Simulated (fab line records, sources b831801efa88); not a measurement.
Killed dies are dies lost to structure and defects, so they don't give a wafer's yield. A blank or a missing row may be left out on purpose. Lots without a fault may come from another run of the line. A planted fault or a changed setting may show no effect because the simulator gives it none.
Chamber matching | flow sky130 | SKY_CONTACT_CMP_04 on cmp-02: 4 sister chambers
The step polishes SiO2. 8 wafers are shown with their chamber, then 8 later ones without.

WAFERS WITH THEIR CHAMBER
wafer  | chamber | motor_current_A (A) | time_to_endpoint_s (s)
L961.6 | 1       | 13.5                | 86
L963.1 | 3       | 12.8                | 80
L963.4 | 1       | 12.9                | 83
L964.6 | 2       | 10.2                | 78
L973.2 | 3       | 11.8                | 81
L973.3 | 2       | 10.7                | 78
L973.6 | 0       | 13.9                | 83
L974.1 | 0       | 13.1                | 75

WAFERS WITHOUT THEIR CHAMBER
wafer  | motor_current_A (A) | time_to_endpoint_s (s)
L974.2 | 10.5                | 79
L974.6 | 10.1                | 81
L975.2 | 13.6                | 84
L975.4 | 13.9                | 86
L975.5 | 13.8                | 88
L980.2 | 13.0                | 81
L980.3 | 13.8                | 85
L980.4 | 10.1                | 86

WHICH CHAMBER EACH WENT THROUGH
wafer  | from the rows above          | in truth
L974.2 | 2                            | 2
L974.6 | 2                            | 2
L975.2 | can't be placed: 1 or 0 or 3 | 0
L975.4 | can't be placed: 1 or 0      | 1
L975.5 | can't be placed: 1 or 0      | 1
L980.2 | can't be placed: 0 or 1 or 3 | 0
L980.3 | can't be placed: 1 or 0      | 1
L980.4 | can't be placed: 2 or 3      | 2
Placed correctly: 2 of 8. Can't be placed from these rows: 6 (the true chamber is among the candidates in 6). Placed wrongly: 0.
How it was worked out, from the rows above alone: a wafer's distance from a chamber is the root of the sum, over the readings, of the square of ((its reading less the chamber's mean) divided by the reading's scatter). The wafer belongs to the nearest chamber; if the next one is less than 2 further off, it can't be placed. A chamber's mean is the mean of its shown wafers. The scatter: the root of (the sum of the squares of (reading less its chamber's mean) over the shown wafers, divided by (wafers less chambers)).
